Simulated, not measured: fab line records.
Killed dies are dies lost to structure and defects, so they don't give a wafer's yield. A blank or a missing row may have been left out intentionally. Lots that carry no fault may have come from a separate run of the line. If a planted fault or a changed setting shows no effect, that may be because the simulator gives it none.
Problem report in the 8D (eight disciplines) form, filled by code + flow gf180mcu + the parts of the form that need people (team, actions taken, sign-off) are left out

## 1. THE PROBLEM
Mean NSD_RS at GF_PSD_RS_MEAS_14: 40.20 ohm/sq over 9 wafers in 3 lots; fault-free wafers: 46.13 ohm/sq, standard deviation 0.092. That puts it -64 standard deviations away from the usual mean.
The step: measures by four-point-probe.
First seen on wafer L209.1, day 14 23:08, on film_metro-02. At this step, 39 wafers from 13 lots have a number in the record. The rule behind "out" and "out of limits": a value lying over 4 standard deviations away from the usual mean. The rest of the wafers with a number are treated as sound.

## 2. WHAT IT IS, AND WHAT IT ISN'T
| question                    | is                                          | is not                                                                                                        |
|-----------------------------|---------------------------------------------|---------------------------------------------------------------------------------------------------------------|
| which readings at this step | NSD_RS                                      | -                                                                                                             |
| which lots                  | L209, L210, L211                            | L206, L207, L217, L218, L219, L221, L224, L225, L226, L228                                                    |
| which wafers of those lots  | all that have a number                      | -                                                                                                             |
| read on which gauges        | film_metro-01, film_metro-02, film_metro-04 | -                                                                                                             |
| when                        | from day 14 23:08                           | up to then (6 sound wafers); but 24 sound wafers of L217, L218, L219, L221, L224, L225, L226, L228 came after |

## 3. WHAT RULES OUT EACH SUSPECT
Counting: a tool at any process step up to the reading remains a suspect when it ran all the lots that are out and ran no sound lot after the first of those.
- ruled out: the gauge at GF_PSD_RS_MEAS_14. 3 gauges (film_metro-01, film_metro-02, film_metro-04) read the wafers that are out.
- rtp_anneal-01 at GF_PSD_RTA_13 (time 20 s): ruled out as a lasting fault. The sound lots L218, L219, L221, L226 went through it after L209, its earliest lot that is out (day 14 23:04).
Left after counting: nothing in the record.

## 4. THE CAUSE (what the simulator had put in)
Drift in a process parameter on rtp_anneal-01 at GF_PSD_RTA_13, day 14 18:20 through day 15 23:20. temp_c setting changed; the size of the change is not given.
Counting ruled it out, wrongly: the rule takes a fault to strike every lot that its tool runs from its start on, and this one did not.

## 5. SEQUENCE OF EFFECTS, ordered by route
Each row: a reading where the mean over the struck wafers with a number is more than 3 standard deviations away from the usual. Only readings whose record carries a usual standard deviation are examined. hours: median over the lots of the time between each lot's start at the first step of this table that gives one and its start at this step. sigmas: the change, counted in usual standard deviations.
| hours | step              | reading          | usual        | on struck wafers | change | sigmas |
|-------|-------------------|------------------|--------------|------------------|--------|--------|
| 0     | GF_PSD_RTA_13     | wafer_temp_C_max | 1029.1       | 1069.9           | +40.8  | +47    |
| 0     | GF_PSD_RS_MEAS_14 | NSD_RS           | 46.13 ohm/sq | 40.20            | -5.93  | -64    |
| 0     | GF_PSD_RS_MEAS_15 | PSD_RS           | 108.5 ohm/sq | 91.6             | -16.9  | -53    |
Here are the process steps it includes:
- GF_PSD_RTA_13: time 20 s.
Later steps that measure or inspect, where all struck wafers having a row at the step show a number for every such reading and not one has moved that far: GF_CONTACT_BOW_MEAS_05, GF_CONTACT_THK_MEAS_26, GF_M1_OVL_MEAS_15.

## 6. HOW IT WOULD HAVE BEEN CAUGHT EARLIER
In this record the first reading out of limits at a measuring or inspecting step was taken at day 14 23:08, 5 hours after the fault began at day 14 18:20.
The tool's own readings at GF_PSD_RTA_13 were out on every struck wafer that the step has a row for (wafer_temp_C_max): an alarm limit on them would have fired on the first of those.
